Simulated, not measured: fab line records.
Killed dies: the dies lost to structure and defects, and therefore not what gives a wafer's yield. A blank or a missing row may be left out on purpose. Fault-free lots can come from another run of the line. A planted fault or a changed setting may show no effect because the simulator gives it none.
Which of the tools did it? / flow gf180mcu / 12 lots, 36 wafers sampled, at 5 steps of a route of 602

== WHAT THE GAUGES SHOWED, per wafer ==
GF_V3_THK_MEAS_03.
lot=L195; measured=day 21 18:10; on=film_metro-02; V3_CVD_02_THK (nm)=841 856 854
lot=L196; measured=day 22 04:11; on=film_metro-02; V3_CVD_02_THK (nm)=849 843 861
lot=L197; measured=day 22 18:34; on=film_metro-01; V3_CVD_02_THK (nm)=847 843 860
lot=L198; measured=day 23 05:15; on=film_metro-03; V3_CVD_02_THK (nm)=836 827 847
lot=L199; measured=day 23 08:00; on=film_metro-01; V3_CVD_02_THK (nm)=848 847 858
lot=L208; measured=day 26 10:01; on=film_metro-01; V3_CVD_02_THK (nm)=857 860 852
lot=L209; measured=day 26 13:40; on=film_metro-03; V3_CVD_02_THK (nm)=858 857 866
lot=L210; measured=day 27 00:52; on=film_metro-03; V3_CVD_02_THK (nm)=836 851 837
lot=L211; measured=day 27 04:50; on=film_metro-03; V3_CVD_02_THK (nm)=841 856 861
lot=L213; measured=day 28 01:52; on=film_metro-02; V3_CVD_02_THK (nm)=842 856 854
lot=L214; measured=day 28 04:26; on=film_metro-03; V3_CVD_02_THK (nm)=848 853 869
lot=L215; measured=day 28 06:41; on=film_metro-03; V3_CVD_02_THK (nm)=849 848 854

GF_V4_THK_MEAS_01.
lot=L195; measured=day 23 20:02; on=film_metro-02; V4_CVD_00_THK (nm)=595 587 592
lot=L196; measured=day 24 04:37; on=film_metro-01; V4_CVD_00_THK (nm)=593 588 583
lot=L197; measured=day 24 18:19; on=film_metro-02; V4_CVD_00_THK (nm)=597 594 607
lot=L198; measured=day 25 04:40; on=film_metro-04; V4_CVD_00_THK (nm)=481 473 466
lot=L199; measured=day 25 07:10; on=film_metro-01; V4_CVD_00_THK (nm)=475 479 472
lot=L208; measured=day 28 05:17; on=film_metro-01; V4_CVD_00_THK (nm)=594 595 601
lot=L209; measured=day 28 08:31; on=film_metro-02; V4_CVD_00_THK (nm)=606 598 601
lot=L210; measured=day 28 19:32; on=film_metro-04; V4_CVD_00_THK (nm)=596 592 594
lot=L211; measured=day 28 22:08; on=film_metro-01; V4_CVD_00_THK (nm)=601 596 595
lot=L213; measured=day 29 18:43; on=film_metro-04; V4_CVD_00_THK (nm)=603 606 590
lot=L214; measured=day 29 22:53; on=film_metro-01; V4_CVD_00_THK (nm)=601 607 595
lot=L215; measured=day 30 00:26; on=film_metro-04; V4_CVD_00_THK (nm)=603 596 598

== WHICH TOOL RAN EACH LOT (tool, then ch and the chambers of the sampled wafers, then the start) ==
lot=L195; GF_V3_CMP_04=cmp-01 ch 0,1,3, day 21 18:19; GF_V3_SPUTTER_22=pvd_sputter-03, day 22 19:28; GF_V4_CVD_00=hdpcvd-02 ch 0,2, day 23 19:57
lot=L196; GF_V3_CMP_04=cmp-01 ch 1,2, day 22 04:14; GF_V3_SPUTTER_22=pvd_sputter-04, day 23 04:25; GF_V4_CVD_00=hdpcvd-01 ch 0,2, day 24 04:30
lot=L197; GF_V3_CMP_04=cmp-01 ch 1,2,3, day 22 18:40; GF_V3_SPUTTER_22=pvd_sputter-03, day 23 18:32; GF_V4_CVD_00=hdpcvd-02 ch 0,2, day 24 18:14
lot=L198; GF_V3_CMP_04=cmp-01 ch 0,1,2, day 23 05:19; GF_V3_SPUTTER_22=pvd_sputter-01, day 24 04:41; GF_V4_CVD_00=hdpcvd-02 ch 0,1, day 25 04:36
lot=L199; GF_V3_CMP_04=cmp-01 ch 0,1,2, day 23 08:07; GF_V3_SPUTTER_22=pvd_sputter-03, day 24 07:33; GF_V4_CVD_00=hdpcvd-02 ch 0,2, day 25 07:05
lot=L208; GF_V3_CMP_04=cmp-02 ch 1,2,3, day 26 10:12; GF_V3_SPUTTER_22=pvd_sputter-03, day 27 07:52; GF_V4_CVD_00=hdpcvd-01 ch 0,1,2, day 28 05:14
lot=L209; GF_V3_CMP_04=cmp-01 ch 0,1,2, day 26 13:52; GF_V3_SPUTTER_22=pvd_sputter-04, day 27 10:29; GF_V4_CVD_00=hdpcvd-02 ch 0,1, day 28 08:25
lot=L210; GF_V3_CMP_04=cmp-01 ch 1,2,3, day 27 00:59; GF_V3_SPUTTER_22=pvd_sputter-03, day 27 22:16; GF_V4_CVD_00=hdpcvd-02 ch 0,1,2, day 28 19:28
lot=L211; GF_V3_CMP_04=cmp-02 ch 0,1, day 27 04:55; GF_V3_SPUTTER_22=pvd_sputter-03, day 28 01:32; GF_V4_CVD_00=hdpcvd-02 ch 0,1,2, day 28 22:03
lot=L213; GF_V3_CMP_04=cmp-01 ch 1,2,3, day 28 02:04; GF_V3_SPUTTER_22=pvd_sputter-01, day 28 21:47; GF_V4_CVD_00=hdpcvd-02 ch 0,1, day 29 18:38
lot=L214; GF_V3_CMP_04=cmp-01 ch 0,2, day 28 04:32; GF_V3_SPUTTER_22=pvd_sputter-01, day 29 01:15; GF_V4_CVD_00=hdpcvd-02 ch 0,1,2, day 29 22:49
lot=L215; GF_V3_CMP_04=cmp-01 ch 2,3, day 28 06:44; GF_V3_SPUTTER_22=pvd_sputter-01, day 29 03:09; GF_V4_CVD_00=hdpcvd-01 ch 0,1,2, day 30 00:20
- GF_V3_CMP_04: polishes SiO2.
- GF_V3_SPUTTER_22: material TiN, target thk 10 nm, time 40 s.
- GF_V4_CVD_00: deposits SiO2, target thk 600 nm, time 100 s.

== AS READ BY THE TOOLS THEMSELVES (means over the sampled wafers that have a number; for cases with no such wafer, the mark the record gives instead) ==
GF_V3_CMP_04.
lot=L195; tool=cmp-01; motor_current_A (A)=12.8; platen_rpm (rpm)=60.06; time_to_endpoint_s (s)=78
lot=L196; tool=cmp-01; motor_current_A (A)=12.0; platen_rpm (rpm)=59.99; time_to_endpoint_s (s)=78
lot=L197; tool=cmp-01; motor_current_A (A)=12.5; platen_rpm (rpm)=60.00; time_to_endpoint_s (s)=78
lot=L198; tool=cmp-01; motor_current_A (A)=12.0; platen_rpm (rpm)=60.01; time_to_endpoint_s (s)=76
lot=L199; tool=cmp-01; motor_current_A (A)=12.5; platen_rpm (rpm)=59.98; time_to_endpoint_s (s)=84
lot=L208; tool=cmp-02; motor_current_A (A)=11.0; platen_rpm (rpm)=59.99; time_to_endpoint_s (s)=85
lot=L209; tool=cmp-01; motor_current_A (A)=12.4; platen_rpm (rpm)=59.99; time_to_endpoint_s (s)=86
lot=L210; tool=cmp-01; motor_current_A (A)=12.8; platen_rpm (rpm)=60.01; time_to_endpoint_s (s)=77
lot=L211; tool=cmp-02; motor_current_A (A)=11.5; platen_rpm (rpm)=59.99; time_to_endpoint_s (s)=76
lot=L213; tool=cmp-01; motor_current_A (A)=12.7; platen_rpm (rpm)=59.98; time_to_endpoint_s (s)=83
lot=L214; tool=cmp-01; motor_current_A (A)=12.7; platen_rpm (rpm)=60.00; time_to_endpoint_s (s)=89
lot=L215; tool=cmp-01; motor_current_A (A)=13.4; platen_rpm (rpm)=60.01; time_to_endpoint_s (s)=82

GF_V3_SPUTTER_22.
lot=L195; tool=pvd_sputter-03; cathode_dc_power_W (W)=4000.9; throttle_valve_pct (%)=30.5
lot=L196; tool=pvd_sputter-04; cathode_dc_power_W (W)=4000.2; throttle_valve_pct (%)=30.3
lot=L197; tool=pvd_sputter-03; cathode_dc_power_W (W)=4000.8; throttle_valve_pct (%)=30.3
lot=L198; tool=pvd_sputter-01; cathode_dc_power_W (W)=3999.5; throttle_valve_pct (%)=30.8
lot=L199; tool=pvd_sputter-03; cathode_dc_power_W (W)=4000.2; throttle_valve_pct (%)=30.7
lot=L208; tool=pvd_sputter-03; cathode_dc_power_W (W)=4000.3; throttle_valve_pct (%)=30.4
lot=L209; tool=pvd_sputter-04; cathode_dc_power_W (W)=4000.3; throttle_valve_pct (%)=30.8
lot=L210; tool=pvd_sputter-03; cathode_dc_power_W (W)=4000.0; throttle_valve_pct (%)=30.6
lot=L211; tool=pvd_sputter-03; cathode_dc_power_W (W)=4000.4; throttle_valve_pct (%)=30.5
lot=L213; tool=pvd_sputter-01; cathode_dc_power_W (W)=4000.2; throttle_valve_pct (%)=29.8
lot=L214; tool=pvd_sputter-01; cathode_dc_power_W (W)=3999.9; throttle_valve_pct (%)=29.8
lot=L215; tool=pvd_sputter-01; cathode_dc_power_W (W)=4000.3; throttle_valve_pct (%)=30.3

GF_V4_CVD_00.
lot=L195; tool=hdpcvd-02; sih4_flow_sccm (sccm)=60.25
lot=L196; tool=hdpcvd-01; sih4_flow_sccm (sccm)=60.07
lot=L197; tool=hdpcvd-02; sih4_flow_sccm (sccm)=59.87
lot=L198; tool=hdpcvd-02; sih4_flow_sccm (sccm)=48.05
lot=L199; tool=hdpcvd-02; sih4_flow_sccm (sccm)=47.98
lot=L208; tool=hdpcvd-01; sih4_flow_sccm (sccm)=60.11
lot=L209; tool=hdpcvd-02; sih4_flow_sccm (sccm)=60.13
lot=L210; tool=hdpcvd-02; sih4_flow_sccm (sccm)=59.96
lot=L211; tool=hdpcvd-02; sih4_flow_sccm (sccm)=60.16
lot=L213; tool=hdpcvd-02; sih4_flow_sccm (sccm)=60.09
lot=L214; tool=hdpcvd-02; sih4_flow_sccm (sccm)=60.02
lot=L215; tool=hdpcvd-01; sih4_flow_sccm (sccm)=59.90

== THE ANSWER, worked out from the rows above alone ==
Rule: the lots themselves supply what counts as usual. The widest of any qualifying gaps counts: lots, ordered by their means at a reading, are off when they make up no more than a third of the lots, leave a main group of 4 or more, and stand apart from it by 3 or more times the standard deviation of that group's means. Not used: any main group whose means are identical at the precision the tables above print for the reading. Also off: a lot with no number at a reading for which 4 or more lots have one. All remaining lots with rows at the step are treated as sound. The gauges are gone through in route order, then the tools' own readings, and for those a lot's mean is taken as printed above. At the first step where some lot is off, the reading lying furthest off is the one used; lots without a number count as furthest.
Off: L198, L199, at GF_V4_THK_MEAS_01 (V4_CVD_00_THK). Main group: mean 597 nm, sd 4.2.
A tool fits if, at a process step before that reading, it ran every lot that is off, and no sound lot after the first of them. The gauges at GF_V4_THK_MEAS_01 aren't tried: what is off there is off at GF_V4_CVD_00 too, on other tools, and a gauge's error can't cause that. None of those tried fits.

== WHAT THE SIMULATOR PUT IN ==
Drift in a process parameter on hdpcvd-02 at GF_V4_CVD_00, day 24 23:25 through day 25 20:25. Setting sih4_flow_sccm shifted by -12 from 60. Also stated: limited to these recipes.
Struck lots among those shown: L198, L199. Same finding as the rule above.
